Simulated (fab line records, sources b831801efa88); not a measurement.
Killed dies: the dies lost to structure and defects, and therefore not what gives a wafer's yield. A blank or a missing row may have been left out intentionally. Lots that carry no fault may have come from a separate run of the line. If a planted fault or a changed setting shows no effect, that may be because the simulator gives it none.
Split-lot trial || flow sfq_line || 23 wafers read from 5 lots, route of 325 steps

ABOUT THE SPLIT
At SFQ_TRILAYER_M6_LITHO_COAT_159 (resist thk 600 nm), the setting resist_thk_nm was moved away from the recipe's 600 nm on 11 of the 23 wafers read, by -3.2% to +5.2%. The other wafers ran this setting at the recipe's value.

FROM THE SPLIT TO THE READING: what the file shows between them, 4 steps
- SFQ_TRILAYER_M6_LITHO_SOFTBAKE_163
- SFQ_TRILAYER_M6_LITHO_EXPOSE_160: exposes mask M6, target cd 500 nm
- SFQ_TRILAYER_M6_LITHO_DEVELOP_161: time 60 s
- SFQ_TRILAYER_M6_BARC_OPEN_METAL_ETCH_206: etches BARC in O2, target depth 125 nm, time 41.7 s

THE READING
KrF_of_TRILAYER_M6_LITHO_COAT_159.thk_nm (the simulator's own value, which no gauge read), in nm, at SFQ_TRILAYER_M6_ETCH_METAL_ETCH_162 (etches Nb in Cl2/Ar, stops on SiO2, target depth 240 nm, time 120 s). The file does not state a usual value for it. Average 381.8 nm, standard deviation 4 nm, over the 12 wafers here run with the recipe.

{"wafer": "L076.1", "tool, chamber at the split": "litho_track-03, 0", "resist_thk_nm as run, nm": 600, "against the recipe": "recipe", "KrF_of_TRILAYER_M6_LITHO_COAT_159.thk_nm, nm": 379.6, "against lot-mates on the recipe": "-"}
{"wafer": "L076.2", "tool, chamber at the split": "litho_track-03, 0", "resist_thk_nm as run, nm": 600, "against the recipe": "recipe", "KrF_of_TRILAYER_M6_LITHO_COAT_159.thk_nm, nm": 379.9, "against lot-mates on the recipe": "-"}
{"wafer": "L076.3", "tool, chamber at the split": "litho_track-03, 0", "resist_thk_nm as run, nm": 600, "against the recipe": "recipe", "KrF_of_TRILAYER_M6_LITHO_COAT_159.thk_nm, nm": 382.1, "against lot-mates on the recipe": "-"}
{"wafer": "L076.5", "tool, chamber at the split": "litho_track-03, 0", "resist_thk_nm as run, nm": 610.8, "against the recipe": "+1.8%", "KrF_of_TRILAYER_M6_LITHO_COAT_159.thk_nm, nm": 392.2, "against lot-mates on the recipe": "+11.7"}
{"wafer": "L076.6", "tool, chamber at the split": "litho_track-03, 0", "resist_thk_nm as run, nm": 610.8, "against the recipe": "+1.8%", "KrF_of_TRILAYER_M6_LITHO_COAT_159.thk_nm, nm": 391.6, "against lot-mates on the recipe": "+11.1"}
{"wafer": "L081.2", "tool, chamber at the split": "litho_track-03, 0", "resist_thk_nm as run, nm": 600, "against the recipe": "recipe", "KrF_of_TRILAYER_M6_LITHO_COAT_159.thk_nm, nm": 381, "against lot-mates on the recipe": "-"}
{"wafer": "L081.3", "tool, chamber at the split": "litho_track-03, 0", "resist_thk_nm as run, nm": 600, "against the recipe": "recipe", "KrF_of_TRILAYER_M6_LITHO_COAT_159.thk_nm, nm": 379.7, "against lot-mates on the recipe": "-"}
{"wafer": "L081.6", "tool, chamber at the split": "litho_track-03, 0", "resist_thk_nm as run, nm": 600, "against the recipe": "recipe", "KrF_of_TRILAYER_M6_LITHO_COAT_159.thk_nm, nm": 378.6, "against lot-mates on the recipe": "-"}
{"wafer": "L082.1", "tool, chamber at the split": "litho_track-03, 0", "resist_thk_nm as run, nm": 600, "against the recipe": "recipe", "KrF_of_TRILAYER_M6_LITHO_COAT_159.thk_nm, nm": 379.1, "against lot-mates on the recipe": "-"}
{"wafer": "L082.2", "tool, chamber at the split": "litho_track-03, 0", "resist_thk_nm as run, nm": 631, "against the recipe": "+5.2%", "KrF_of_TRILAYER_M6_LITHO_COAT_159.thk_nm, nm": 413.2, "against lot-mates on the recipe": "+34.8"}
{"wafer": "L082.3", "tool, chamber at the split": "litho_track-03, 0", "resist_thk_nm as run, nm": 631, "against the recipe": "+5.2%", "KrF_of_TRILAYER_M6_LITHO_COAT_159.thk_nm, nm": 408.2, "against lot-mates on the recipe": "+29.8"}
{"wafer": "L082.5", "tool, chamber at the split": "litho_track-03, 0", "resist_thk_nm as run, nm": 631, "against the recipe": "+5.2%", "KrF_of_TRILAYER_M6_LITHO_COAT_159.thk_nm, nm": 412.2, "against lot-mates on the recipe": "+33.8"}
{"wafer": "L082.6", "tool, chamber at the split": "litho_track-03, 0", "resist_thk_nm as run, nm": 600, "against the recipe": "recipe", "KrF_of_TRILAYER_M6_LITHO_COAT_159.thk_nm, nm": 377.7, "against lot-mates on the recipe": "-"}
{"wafer": "L083.1", "tool, chamber at the split": "litho_track-04, 0", "resist_thk_nm as run, nm": 611.8, "against the recipe": "+2.0%", "KrF_of_TRILAYER_M6_LITHO_COAT_159.thk_nm, nm": 393.5, "against lot-mates on the recipe": "+11.2"}
{"wafer": "L083.2", "tool, chamber at the split": "litho_track-04, 0", "resist_thk_nm as run, nm": 600, "against the recipe": "recipe", "KrF_of_TRILAYER_M6_LITHO_COAT_159.thk_nm, nm": 383.8, "against lot-mates on the recipe": "-"}
{"wafer": "L083.3", "tool, chamber at the split": "litho_track-04, 0", "resist_thk_nm as run, nm": 611.8, "against the recipe": "+2.0%", "KrF_of_TRILAYER_M6_LITHO_COAT_159.thk_nm, nm": 392.5, "against lot-mates on the recipe": "+10.2"}
{"wafer": "L083.5", "tool, chamber at the split": "litho_track-04, 0", "resist_thk_nm as run, nm": 611.8, "against the recipe": "+2.0%", "KrF_of_TRILAYER_M6_LITHO_COAT_159.thk_nm, nm": 396.9, "against lot-mates on the recipe": "+14.6"}
{"wafer": "L083.6", "tool, chamber at the split": "litho_track-04, 0", "resist_thk_nm as run, nm": 600, "against the recipe": "recipe", "KrF_of_TRILAYER_M6_LITHO_COAT_159.thk_nm, nm": 380.7, "against lot-mates on the recipe": "-"}
{"wafer": "L084.1", "tool, chamber at the split": "litho_track-04, 0", "resist_thk_nm as run, nm": 581, "against the recipe": "-3.2%", "KrF_of_TRILAYER_M6_LITHO_COAT_159.thk_nm, nm": 372.3, "against lot-mates on the recipe": -17.3}
{"wafer": "L084.2", "tool, chamber at the split": "litho_track-04, 0", "resist_thk_nm as run, nm": 600, "against the recipe": "recipe", "KrF_of_TRILAYER_M6_LITHO_COAT_159.thk_nm, nm": 386.7, "against lot-mates on the recipe": "-"}
{"wafer": "L084.3", "tool, chamber at the split": "litho_track-04, 0", "resist_thk_nm as run, nm": 581, "against the recipe": "-3.2%", "KrF_of_TRILAYER_M6_LITHO_COAT_159.thk_nm, nm": 369.1, "against lot-mates on the recipe": -20.5}
{"wafer": "L084.4", "tool, chamber at the split": "litho_track-04, 0", "resist_thk_nm as run, nm": 581, "against the recipe": "-3.2%", "KrF_of_TRILAYER_M6_LITHO_COAT_159.thk_nm, nm": 371.3, "against lot-mates on the recipe": -18.3}
{"wafer": "L084.6", "tool, chamber at the split": "litho_track-04, 0", "resist_thk_nm as run, nm": 600, "against the recipe": "recipe", "KrF_of_TRILAYER_M6_LITHO_COAT_159.thk_nm, nm": 392.5, "against lot-mates on the recipe": "-"}

FIT RESULTS
A straight line over all 23 wafers: KrF_of_TRILAYER_M6_LITHO_COAT_159.thk_nm changes by +5.04 nm for each +1% of resist_thk_nm; r = +0.95; the points scatter about the line by 3.8 nm.
The same after taking each lot's own level away (the mean of its wafers on the recipe; 23 wafers): +6.2 nm for each +1%; r = +0.99; scatter 1.7 nm.
According to that fit, moving resist_thk_nm by its largest amount changes the reading by 32 nm.
Across the lots, their own levels run from 378.40 to 389.60 nm, a range of 2.8 times the standard deviation given above.
Thus the slope moves with the lot-to-lot level: the two fits are different.
Check: +31.5 nm against its lot-mates is what the line predicts for one of the wafers moved furthest among these (+5.2%) when that wafer is left out of the fit. It came out at +34.8 nm against them.

THESE WAFERS: OTHER SPLITS
Other splits were also applied to these wafers ahead of the reading. Each is held against what the fit with the lots' levels taken away leaves over:
{"other split on the same wafers": "SFQ_TRILAYER_M6_DEP_PRE_CLEAN_158 bias_v", "wafers away from the commonest value": 7, "r with KrF_of_TRILAYER_M6_LITHO_COAT_159.thk_nm (lot level and that fit taken away)": "+0.10"}

THE WHOLE CHAIN: every reading that the file lists as answering this split, in the file's order
{"step": "SFQ_TRILAYER_M6_LITHO_COAT_159", "what it does": "resist thk 600 nm", "reading": "KrF_of_TRILAYER_M6_LITHO_COAT_159.thk_nm (the simulator's own value, which no gauge read)", "change (the file's fit)": "+5.94 nm for each +1% of the setting", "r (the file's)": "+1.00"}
{"step": "SFQ_TRILAYER_M6_BARC_OPEN_METAL_ETCH_206", "what it does": "etches BARC in O2, target depth 125 nm, time 41.7 s", "reading": "KrF_of_TRILAYER_M6_LITHO_COAT_159.thk_nm (the simulator's own value, which no gauge read)", "change (the file's fit)": "+5.99 nm for each +1% of the setting", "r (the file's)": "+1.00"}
{"step": "SFQ_TRILAYER_M6_ETCH_METAL_ETCH_162", "what it does": "etches Nb in Cl2/Ar, stops on SiO2, target depth 240 nm, time 120 s", "reading": "KrF_of_TRILAYER_M6_LITHO_COAT_159.thk_nm (the simulator's own value, which no gauge read)", "change (the file's fit)": "+6.23 nm for each +1% of the setting", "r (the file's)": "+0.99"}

FILE'S OWN FIT
KrF_of_TRILAYER_M6_LITHO_COAT_159.thk_nm changes by +6.23 nm for each +1% of resist_thk_nm, r = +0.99.
